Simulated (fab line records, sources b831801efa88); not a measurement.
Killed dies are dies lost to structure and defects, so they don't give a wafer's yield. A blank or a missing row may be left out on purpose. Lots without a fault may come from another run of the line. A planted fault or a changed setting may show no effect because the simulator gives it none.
fab line records | flow sky130
record lots=12 wafers=36 last_day=49
route steps=708 shown VIA1@477 VIA3@597 METAL4@630 PAD_OPEN@708
lots that met no fault: from a run of the same line without faults
start_h: hours from the record's first day to the start of the lot's first wafer shown | wait_h: hours since the lot's step before | " the same as in the row above | L1.1+2: a row that stands for several wafers | - no value, or no start given | * or withheld: withheld | < > ~ a bound
route shown NAME@n: a module of which the file shows steps, and the number in the route of the first | usual: mean/standard deviation of fault-free wafers | same: alike in all rows | chamber/n: place in a boat | sites: the reading at each site | _std_site: their standard deviation | _edge_site: outer sites' mean less inner sites' | radius_mm: how far each site lies from the wafer's centre | mask NAME#n: copy n | behind: the tool/chamber that last shaped the wafer | hold: why the lot was held/for how many hours/how that ended | device: the transistor (n, p or np) that didn't switch | end of line: the same wafers' tests at the end of the route | a step without rows: its recipe alone | killed: dies lost to structure and defects at the first sort, not the wafer's yield | map: a wafer's dies, x killed, . not, _ none there
set.NAME: the setting as run; set.NAME@STEP: as run at that earlier step | model.NAME: the simulator's own value behind a step, which no gauge read
steps of the route over a sample of lots; a table a step, a row a wafer
services: from which hour (start_h, from the record's first day; less than 0 if before it) a tool's chamber was out of use, for how many hours, and why
## steps
# step SKY_VIA1_CLEAN_19
# recipe chemistry=O3/DIW dry=n2_spin
# columns lot.wafer tool chamber start_h wait_h
L552.1+3+5 wet_bench-03 0 791.35 0.0
L553.2+3+5 wet_bench-01 1 793.40 0.0
L554.2+5+6 wet_bench-02 2 807.33 0.0
L557.2+4+5 wet_bench-02 3 831.27 0.0
L561.2+3+5 wet_bench-03 1 874.52 0.0
L560.1+2+5 wet_bench-01 0 875.47 0.0
L563.2+3+6 wet_bench-01 2 876.77 0.0
L562.1+2+5 wet_bench-01 0 877.66 0.0
L564.2+3+5 wet_bench-01 0 882.17 0.0
L567.1+2+4 wet_bench-02 1 910.16 0.0
L569.3+4+6 wet_bench-01 3 921.22 0.0
L572.2+3+4 wet_bench-01 1 931.77 0.0
# step SKY_VIA3_CMP_24
# recipe stop_on=SiO2 t_overpolish_s=20 down_force_psi=3.5 platen_rpm=60 target_thk_nm=0 pad_velocity_m_s=0.94248
# usual head_pressure_psi=3.499/0.0084 motor_current_A=11.3/1.5 overpolish_run_s=20.000/0.009 retaining_ring_pressure_frac=1.000/0.0047 time_to_endpoint_s=93/5.8
# columns lot.wafer tool chamber start_h wait_h head_pressure_psi motor_current_A overpolish_run_s retaining_ring_pressure_frac time_to_endpoint_s
L552.3 cmp-01 3 928.44 0.0 3.501 8.7 20.016 0.999 88
L552.1 " 0 " " 3.496 10.7 19.996 1.005 85
L552.5 " 3 " " 3.491 8.9 19.990 0.997 87
L553.2 cmp-01 0 929.68 0.0 3.510 10.7 20.011 0.994 87
L553.3 " 2 " " 3.506 12.8 19.995 0.999 91
L553.5 " 0 " " 3.517 11.0 19.995 0.994 85
L554.2 cmp-01 2 941.89 0.2 3.487 13.2 19.984 0.988 95
L554.5 " 3 " " 3.505 8.5 20.004 0.992 89
L554.6 " 0 " " 3.497 10.8 20.006 1.005 89
L557.4 cmp-01 0 963.28 0.0 3.516 11.4 19.987 0.997 86
L557.2 " 2 " " 3.518 12.3 19.998 0.999 95
L557.5 " 0 " " 3.516 11.3 20.006 0.999 92
L561.3 cmp-02 2 1004.69 0.0 3.482 12.2 20.018 1.001 102
L561.2 " 0 " " 3.499 10.5 19.995 1.006 99
L561.5 " 3 " " 3.500 13.3 19.999 0.996 102
L560.2 cmp-01 1 1006.89 0.1 3.505 12.3 19.991 0.999 92
L560.1 " 2 " " 3.511 12.1 20.009 1.005 97
L560.5 " 3 " " 3.498 8.6 19.988 1.013 90
L562.2 cmp-02 0 1007.38 0.0 3.498 10.1 19.999 1.001 98
L562.1 " 1 " " 3.505 10.6 20.007 0.994 103
L562.5 " 1 " " 3.503 11.0 20.002 0.998 106
L563.2 cmp-01 1 1007.83 0.1 3.494 13.5 19.988 1.003 87
L563.3 " 2 " " 3.501 12.8 20.006 1.002 95
L563.6 " 0 " " 3.501 11.0 19.991 1.005 87
L564.2 cmp-02 0 1011.65 0.2 3.491 10.1 19.989 1.003 91
L564.3 " 1 " " 3.505 10.6 19.992 0.997 104
L564.5 " 0 " " 3.498 9.9 20.000 0.995 96
L567.2 cmp-01 1 1037.13 0.0 3.498 12.5 19.987 0.999 90
L567.1 " 3 " " 3.491 8.2 20.008 1.005 88
L567.4 " 0 " " 3.512 11.5 20.000 0.997 86
L569.4 cmp-02 0 1045.79 0.0 3.499 10.2 19.990 1.001 95
L569.3 " 3 " " 3.491 13.3 20.007 1.001 101
L569.6 " 0 " " 3.498 10.2 19.990 1.004 96
L572.3 cmp-01 0 1057.26 0.1 3.507 10.9 19.988 0.993 94
L572.4 " 1 " " 3.513 13.1 19.990 1.003 93
L572.2 " 3 " " 3.498 8.3 19.995 1.005 88
# step SKY_METAL4_OVL_MEAS_14
# usual METAL4_OVL=2/4.5
# columns lot.wafer tool chamber start_h wait_h METAL4_OVL[nm]
L552.1 overlay-02 - 977.25 0.1 2
L552.3 " - " " -2
L552.5 " - " " -1
L553.2 overlay-02 - 979.71 0.1 1
L553.3 " - " " 6
L553.5 " - " " 4
L554.2 overlay-02 - 990.60 0.1 3
L554.5 " - " " 7
L554.6 " - " " 6
L557.2 overlay-02 - 1011.45 0.1 -4
L557.4 " - " " -6
L557.5 " - " " -3
L561.2 overlay-02 - 1051.01 0.1 7
L561.3 " - " " 0
L561.5 " - " " 3
L560.1 overlay-01 - 1053.50 0.1 7
L560.2 " - " " 7
L560.5 " - " " 9
L562.1 overlay-02 - 1054.55 0.1 11
L562.2 " - " " 6
L562.5 " - " " 4
L563.2 overlay-02 - 1054.68 0.1 7
L563.3 " - " " 4
L563.6 " - " " 10
L564.2 overlay-02 - 1058.41 0.1 4
L564.3 " - " " -4
L564.5 " - " " 6
L567.1 overlay-02 - 1081.70 0.1 -3
L567.2 " - " " 5
L567.4 " - " " -2
L569.3 overlay-01 - 1089.26 0.1 7
L569.4 " - " " 5
L569.6 " - " " 3
L572.2 overlay-01 - 1100.33 0.1 -4
L572.3 " - " " 0
L572.4 " - " " 3
# step SKY_METAL4_METAL_ETCH_18
# recipe target_depth_a=8450 stop_on=SiO2 over_etch_frac=0.3 time_s=183.1 chemistry=Cl2/BCl3 resist_sidewall_deg=88 pressure_mtorr=10 icp_w=900 bias_w=48.5 Cl2_flow_sccm=60 bcl3_flow_sccm=30
# usual drypump_motor_current_A=6.13/0.25 oes_product_au=0.864/0.0071 throttle_valve_pct=22.265/0.0088
# columns lot.wafer tool chamber start_h wait_h drypump_motor_current_A oes_product_au rf_hours_counter_h throttle_valve_pct
L552.1 rie_metal-01 1 977.43 0.0 6.07 0.865 5 22.264
L552.3 " 0 " " 6.27 0.861 - 22.250
L552.5 " 0 " " 6.28 0.875 - 22.266
L553.2 rie_metal-01 0 979.89 0.0 6.28 0.865 17 22.273
L553.3 " 1 " " 6.05 0.862 - 22.259
L553.5 " 0 " " 6.28 0.856 - 22.251
L554.2 rie_metal-04 1 990.91 0.0 5.63 0.862 9 22.265
L554.5 " 0 " " 5.80 0.869 - 22.274
L554.6 " 1 " " 5.65 0.865 - 22.264
L557.2 rie_metal-01 0 1011.63 0.0 6.26 0.869 19 22.265
L557.4 " 0 " " 6.29 0.865 - 22.275
L557.5 " 1 " " 6.06 0.866 - 22.275
L561.2 rie_metal-01 0 1051.19 0.0 6.27 0.864 22 22.272
L561.3 " 1 " " 6.07 0.869 - 22.282
L561.5 " 1 " " 6.04 0.874 - 22.260
L560.1 rie_metal-01 0 1053.68 0.0 6.25 0.868 22 22.270
L560.2 " 1 " " 6.05 0.861 10 22.275
L560.5 " 1 " " 6.06 0.863 - 22.275
L562.1 rie_metal-01 1 1054.74 0.0 6.06 0.870 10 22.262
L562.2 " 0 " " 6.24 0.864 22 22.273
L562.5 " 0 " " 6.29 0.859 - 22.274
L563.2 rie_metal-02 0 1054.86 0.0 6.51 0.874 15 22.276
L563.3 " 1 " " 6.08 0.870 - 22.248
L563.6 " 0 " " 6.51 0.867 - 22.261
L564.2 rie_metal-01 0 1058.59 0.0 6.30 0.861 23 22.263
L564.3 " 0 " " 6.26 0.859 - 22.249
L564.5 " 0 " " 6.27 0.867 - 22.258
L567.1 rie_metal-01 0 1081.89 0.0 6.30 0.852 25 22.264
L567.2 " 1 " " 6.06 0.855 13 22.263
L567.4 " 0 " " 6.25 0.858 - 22.262
L569.3 rie_metal-01 1 1089.49 0.1 6.07 0.870 - 22.260
L569.4 " 0 " " 6.26 0.862 - 22.245
L569.6 " 1 " " 6.07 0.862 - 22.267
L572.2 rie_metal-02 0 1100.51 0.0 6.51 0.865 19 22.271
L572.3 " 0 " " 6.54 0.858 - 22.257
L572.4 " 1 " " 6.08 0.878 - 22.278
# step SKY_PAD_OPEN_PROBE_99
# usual defect_limited_yield=82.5/1.9 killed_at_M0_to_M3=43/6.4 killed_at_M4_up=2.9/1.7 killed_at_contacts=24/5 killed_at_front_end=15/4 killed_at_other=0.4/0.62 killed_dies=86/9.3 killed_on_rim=17/3.5 killed_open=47/6.8 killed_short=38/5.8 sort_bin_3_pad_short=0.9/0.42 sort_bin_5_function=10.3/1.5 sort_bin_6_memory=6.3/1.1 sort_n_pass=406/9.3 sort_yield_pct=82.5/1.9
# same gross_dies=492 killed_at_back_side=0 sort_bin_4_leakage[%]=0 sort_bin_8_speed[%]=0
# columns lot.wafer tool chamber start_h wait_h defect_limited_yield[%] killed_at_M0_to_M3 killed_at_M4_up killed_at_contacts killed_at_front_end killed_at_other killed_dies killed_on_rim killed_open killed_short sort_bin_3_pad_short[%] sort_bin_5_function[%] sort_bin_6_memory[%] sort_n_pass sort_yield_pct[%]
L552.1 prober-02 - 1072.64 0.1 81.3 43 4 33 12 0 92 20 51 40 0.8 10.8 7.1 400 81.3
L552.3 prober-02 - 1072.74 0.2 80.9 53 4 21 15 1 94 18 48 46 0.8 11.2 7.1 398 80.9
L552.5 prober-02 - 1072.84 0.2 79.7 51 1 30 18 0 100 20 50 49 0.8 12.0 7.5 392 79.7
L561.2 prober-02 - 1139.10 0.1 81.1 52 1 26 13 1 93 15 52 40 1.2 11.8 5.9 399 81.1
L561.3 prober-02 - 1139.15 0.2 85.0 37 1 22 14 0 74 16 42 32 1.2 8.7 5.1 418 85.0
L561.5 prober-02 - 1139.25 0.2 82.1 41 2 31 14 0 88 17 57 31 0.4 9.3 8.1 404 82.1
L560.1 prober-02 - 1140.35 0.1 83.1 37 4 23 19 0 83 16 42 39 0.8 10.4 5.7 409 83.1
L560.2 prober-02 - 1140.40 0.1 86.0 32 6 25 6 0 69 13 34 35 0.8 8.9 4.3 423 86.0
L560.5 prober-02 - 1140.55 0.2 80.3 55 4 22 15 1 97 13 52 44 1.0 11.6 7.1 395 80.3
L563.2 prober-02 - 1141.90 0.1 83.9 44 0 22 13 0 79 16 39 40 0.6 11.6 3.9 413 83.9
L563.3 prober-02 - 1141.95 0.2 85.4 38 3 21 10 0 72 16 45 27 0.2 10.4 4.1 420 85.4
L563.6 prober-02 - 1142.10 0.2 85.4 34 3 24 10 1 72 18 37 34 0.2 8.3 6.1 420 85.4
L564.2 prober-01 - 1144.85 0.1 81.1 49 5 22 17 0 93 19 51 42 1.2 11.8 5.9 399 81.1
L564.3 prober-01 - 1144.90 0.2 83.5 35 5 22 19 0 81 19 46 35 1.2 9.1 6.1 411 83.5
L564.5 prober-01 - 1145.00 0.2 83.1 44 2 26 11 0 83 14 47 35 0.8 10.0 6.1 409 83.1
L567.1 prober-02 - 1165.65 0.1 84.3 40 1 20 16 0 77 16 44 33 0.6 8.9 6.1 415 84.3
L567.2 prober-02 - 1165.70 0.1 82.7 38 2 26 19 0 85 26 46 39 0.6 10.2 6.5 407 82.7
L567.4 prober-02 - 1165.80 0.2 82.3 43 1 22 21 0 87 16 49 38 0.6 9.1 7.9 405 82.3
L569.3 prober-01 - 1170.33 0.2 73.6 90 7 24 9 0 130 30 36 42 4.3 15.9 6.3 362 73.6
L569.4 prober-01 - 1170.38 0.2 73.0 85 7 27 13 1 133 25 46 35 4.1 17.1 5.9 359 73.0
L569.6 prober-01 - 1170.48 0.2 75.4 83 3 16 19 0 121 28 33 39 4.1 14.6 5.9 371 75.4
# killed by level:class
L552.1 LI_CONTACT:geometric_particle:open=10 VIA3:geometric_particle:open=10 CONTACT:geometric_particle:open=9 LI_CONTACT:geometric_particle:short=8 VIA1:geometric_particle:open=8 METAL1:geometric_particle:short=5 CONTACT:geometric_particle:short=4 VIA2:geometric_particle:open=4
L552.3 VIA1:geometric_particle:open=10 VIA2:geometric_particle:open=10 LI_CONTACT:geometric_particle:short=9 VIA3:geometric_particle:open=8 CONTACT:geometric_particle:open=6 VIA3:geometric_particle:short=5 VIA1:geometric_particle:short=5 VIA2:geometric_particle:short=5
L552.5 VIA1:geometric_particle:open=10 METAL1:geometric_particle:short=9 VIA3:geometric_particle:open=9 CONTACT:geometric_particle:open=8 LI_CONTACT:geometric_particle:open=6 VIA2:geometric_particle:open=6 CONTACT:geometric_particle:short=6 LOCAL_INTERCONNECT:geometric_particle:short=5
L561.2 VIA1:geometric_particle:open=15 CONTACT:geometric_particle:open=13 METAL2:geometric_particle:short=8 CONTACT:geometric_particle:short=7 METAL3:geometric_particle:short=7 VIA2:geometric_particle:open=6 FIELD_ISO:geometric_particle:open=5 VIA1:geometric_particle:short=4
L561.3 LI_CONTACT:geometric_particle:open=8 CONTACT:geometric_particle:open=8 METAL1:geometric_particle:short=7 FIELD_ISO:geometric_particle:open=5 VIA1:geometric_particle:open=5 VIA1:geometric_particle:short=5 VIA2:geometric_particle:open=5 VIA3:geometric_particle:open=5
L561.5 CONTACT:geometric_particle:open=12 VIA3:geometric_particle:open=9 VIA1:geometric_particle:open=9 LI_CONTACT:geometric_particle:open=8 POLY_GATE:geometric_particle:open=5 CONTACT:geometric_particle:short=5 METAL1:geometric_particle:short=4 VIA1:geometric_particle:short=4
L560.1 CONTACT:geometric_particle:open=8 VIA3:geometric_particle:open=8 LOCAL_INTERCONNECT:geometric_particle:short=6 METAL1:geometric_particle:short=6 POLY_GATE:geometric_particle:short=5 VIA2:geometric_particle:open=5 FIELD_ISO:geometric_particle:open=4 LI_CONTACT:geometric_particle:open=4
L560.2 CONTACT:geometric_particle:open=10 LOCAL_INTERCONNECT:geometric_particle:short=7 VIA1:geometric_particle:open=6 VIA2:geometric_particle:open=6 VIA1:geometric_particle:short=4 METAL2:geometric_particle:short=4 VIA3:geometric_particle:open=4 CONTACT:geometric_particle:short=3
L560.5 VIA1:geometric_particle:open=11 LI_CONTACT:geometric_particle:open=10 VIA2:geometric_particle:open=10 VIA1:geometric_particle:short=8 FIELD_ISO:geometric_particle:short=5 CONTACT:geometric_particle:open=5 CONTACT:geometric_particle:short=5 METAL2:geometric_particle:short=5
L563.2 VIA1:geometric_particle:open=15 METAL1:geometric_particle:short=12 POLY_GATE:geometric_particle:short=6 CONTACT:geometric_particle:open=6 CONTACT:geometric_particle:short=5 LOCAL_INTERCONNECT:geometric_particle:short=4 LI_CONTACT:geometric_particle:open=4 METAL2:geometric_particle:short=3
L563.3 VIA1:geometric_particle:open=12 CONTACT:geometric_particle:open=9 VIA2:geometric_particle:open=6 METAL1:geometric_particle:short=5 METAL2:geometric_particle:short=4 LI_CONTACT:geometric_particle:open=4 CONTACT:geometric_particle:short=4 FIELD_ISO:geometric_particle:open=3
L563.6 CONTACT:geometric_particle:open=9 METAL2:geometric_particle:short=7 LI_CONTACT:geometric_particle:open=5 METAL1:geometric_particle:short=5 VIA2:geometric_particle:open=5 VIA3:geometric_particle:open=5 FIELD_ISO:geometric_particle:short=4 LOCAL_INTERCONNECT:geometric_particle:short=4
L564.2 VIA1:geometric_particle:open=13 CONTACT:geometric_particle:open=10 LI_CONTACT:geometric_particle:open=9 METAL1:geometric_particle:short=8 METAL2:geometric_particle:short=8 VIA3:geometric_particle:open=6 POLY_GATE:geometric_particle:short=5 METAL4:geometric_particle:short=5
L564.3 LI_CONTACT:geometric_particle:open=8 CONTACT:geometric_particle:open=8 VIA1:geometric_particle:short=8 FIELD_ISO:geometric_particle:open=6 VIA1:geometric_particle:open=6 POLY_GATE:geometric_particle:open=5 VIA2:geometric_particle:open=5 FIELD_ISO:geometric_particle:short=4
L564.5 VIA1:geometric_particle:open=10 CONTACT:geometric_particle:open=9 LI_CONTACT:geometric_particle:open=7 VIA2:geometric_particle:open=7 METAL2:geometric_particle:short=5 VIA3:geometric_particle:open=5 CONTACT:geometric_particle:short=4 VIA2:geometric_particle:short=4
L567.1 CONTACT:geometric_particle:open=9 VIA2:geometric_particle:open=7 FIELD_ISO:geometric_particle:open=5 VIA3:geometric_particle:short=5 LOCAL_INTERCONNECT:geometric_particle:short=5 METAL1:geometric_particle:short=5 POLY_GATE:geometric_particle:open=4 VIA1:geometric_particle:open=4
L567.2 METAL2:geometric_particle:short=10 LI_CONTACT:geometric_particle:open=9 FIELD_ISO:geometric_particle:open=8 VIA1:geometric_particle:open=7 LOCAL_INTERCONNECT:geometric_particle:short=6 CONTACT:geometric_particle:open=6 VIA2:geometric_particle:open=5 VIA3:geometric_particle:open=4
L567.4 VIA1:geometric_particle:open=9 LI_CONTACT:geometric_particle:open=8 METAL1:geometric_particle:short=8 CONTACT:geometric_particle:open=7 VIA1:geometric_particle:short=6 FIELD_ISO:geometric_particle:short=5 FIELD_ISO:geometric_particle:open=5 POLY_GATE:geometric_particle:open=5
L569.3 VIA1:unspecified=52 LI_CONTACT:geometric_particle:open=8 CONTACT:geometric_particle:open=7 VIA2:geometric_particle:short=6 METAL1:geometric_particle:short=6 VIA1:geometric_particle:open=6 CONTACT:geometric_particle:short=5 POLY_GATE:geometric_particle:open=5
L569.4 VIA1:unspecified=52 CONTACT:geometric_particle:open=11 VIA1:geometric_particle:open=10 VIA1:geometric_particle:short=6 POLY_GATE:geometric_particle:short=5 POLY_GATE:geometric_particle:open=4 LI_CONTACT:geometric_particle:open=4 LOCAL_INTERCONNECT:geometric_particle:short=4
L569.6 VIA1:unspecified=49 VIA2:geometric_particle:open=8 LOCAL_INTERCONNECT:geometric_particle:short=7 VIA1:geometric_particle:short=7 POLY_GATE:geometric_particle:short=6 CONTACT:geometric_particle:open=5 METAL2:geometric_particle:short=5 POLY_GATE:geometric_particle:open=4
## services
# columns tool chamber start_h hours kind
cmp-01 - 781.66 5.1 pm
cmp-01 - 788.21 1.5 repair
rie_metal-02 1 800.66 10.9 repair
cmp-02 - 809.67 6.1 repair
cmp-02 - 821.56 0.5 repair
wet_bench-02 - 827.25 2.2 repair
cmp-02 - 848.98 3.1 repair
cmp-02 - 852.05 6.3 pm
rie_metal-01 1 852.15 1.1 repair
cmp-01 - 881.30 1.6 repair
rie_metal-04 0 903.35 16.0 repair
cmp-01 - 912.14 4.0 pm
cmp-02 - 976.87 3.3 repair
rie_metal-02 1 989.84 4.6 repair
cmp-01 - 990.75 6.4 repair
cmp-01 - 1004.84 1.1 repair
rie_metal-01 - 1020.90 1.2 repair
cmp-01 - 1034.85 2.1 repair
rie_metal-02 - 1045.51 2.8 pm
rie_metal-04 - 1048.26 15.6 pm
rie_metal-02 - 1051.73 2.5 repair
cmp-01 - 1066.55 1.3 repair
cmp-02 - 1085.56 2.8 repair
cmp-02 - 1091.43 4.0 pm
## key
first_sign step=SKY_PAD_OPEN_PROBE_99 reading=sort_bin_3_pad_short direction=up sigmas=7.8 usual=0.9 struck=4.1
effect step=SKY_PAD_OPEN_PROBE_99 reading=killed_at_M0_to_M3 direction=up sigmas=6.7 usual=43 struck=86
met_at SKY_VIA1_CLEAN_19
struck_lots L569
struck_wafers L569.3,L569.4,L569.6
not_acting_at SKY_VIA3_CMP_24,SKY_METAL4_OVL_MEAS_14,SKY_METAL4_METAL_ETCH_18
fault kind=chamber_particle_source tool=wet_bench-01 chamber=3 onset_h=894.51 steps=SKY_VIA1_CLEAN_19 rate_per_visit_cm2=1.3887 end_h=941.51
